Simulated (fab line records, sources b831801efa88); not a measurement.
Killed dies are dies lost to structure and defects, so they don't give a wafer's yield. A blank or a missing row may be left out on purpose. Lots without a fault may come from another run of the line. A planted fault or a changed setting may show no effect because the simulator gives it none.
Problem report in the 8D (eight disciplines) form, filled by code | flow sky130 | the parts of the form that need people (team, actions taken, sign-off) are left out

1. THE PROBLEM
NWELL_2_TW at SKY_NWELL_TW_MEAS_26 reads a mean of 465 on 9 wafers of 3 lots; wafers without a fault read 497 with a standard deviation of 6.4. That is -5.0 standard deviations from the usual mean.
First seen on wafer L777.1, day 8 03:07, on film_metro-03. The record holds 39 wafers of 13 lots with a number at this step. Rule for "out", or "out of limits": more than 4 standard deviations from the usual mean. The other wafers with a number count as sound.

2. WHAT IT IS AND WHAT IT IS NOT
question                    | is                           | is not
which readings at this step | NWELL_2_TW                   | -
which lots                  | L777, L780, L781             | L768, L769, L772, L773, L774, L776, L778, L787, L788, L789
which wafers of those lots  | all that have a number       | -
read on which gauges        | film_metro-01, film_metro-03 | film_metro-02
when                        | from day 8 03:07             | up to then (18 sound wafers); but 12 sound wafers of L778, L787, L788, L789 came after

3. SUSPECTS, AND WHAT RULES EACH OUT
Counting: a tool at a process step up to the reading stays a suspect if it ran every lot that is out and no sound lot after the first of them.
- the gauge at SKY_NWELL_TW_MEAS_26: ruled out. The wafers that are out were read on 2 gauges (film_metro-01, film_metro-03).
- implanter-02 at SKY_NWELL_IMPLANT_24: kept. It ran every lot that is out, first L777 (day 8 02:51), and no sound lot after that; its last sound lot up to then is L776 (day 7 20:51). Its own readings are out on those wafers: beam_on_s, faraday_current_uA.
Left after counting: implanter-02 at SKY_NWELL_IMPLANT_24.

4. THE CAUSE (what the simulator had put in)
Process parameter drift: implanter-02, from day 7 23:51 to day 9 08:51, at SKY_NWELL_IMPLANT_24. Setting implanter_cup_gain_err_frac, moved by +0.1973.
Counting left only this tool.

5. THE CHAIN OF EFFECTS, in route order
Each row: a reading whose mean over the struck wafers that have a number lies more than 3 standard deviations from the usual. Only readings for which the record gives a usual standard deviation are gone through. hours: the time from each lot's start at the first step in this table that gives one to its start at this step, as a median over the lots. sigmas: the change in usual standard deviations.
hours | step                 | reading            | usual   | on struck wafers | change | sigmas
0     | SKY_NWELL_IMPLANT_24 | beam_on_s          | 10.00 s | 8.31             | -1.69  | -9.4
0     | SKY_NWELL_IMPLANT_24 | faraday_current_uA | 51.9    | 62.4             | +10.5  | +11
0     | SKY_NWELL_TW_MEAS_26 | NWELL_2_TW         | 497     | 465              | -32    | -5.0
The process steps in it:
- SKY_NWELL_IMPLANT_24
Later measuring or inspecting steps at which every struck wafer that the step has a row for has a number for every such reading, and none has moved that far: SKY_VIA1_CD_MEAS_12, SKY_VIA1_OVL_MEAS_13.

6. WHAT WOULD HAVE CAUGHT IT SOONER
In this record the first reading out of limits at a measuring or inspecting step was taken at day 8 03:07, 3 hours after the fault began at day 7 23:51.
The tool's own readings at SKY_NWELL_IMPLANT_24 were out on every struck wafer that the step has a row for (beam_on_s, faraday_current_uA): an alarm limit on them would have fired on the first of those.
Of the lots that are out (3), L780, L781 began SKY_NWELL_IMPLANT_24 on implanter-02 after day 8 03:07. A hold on the tool at that time would have spared those 2.
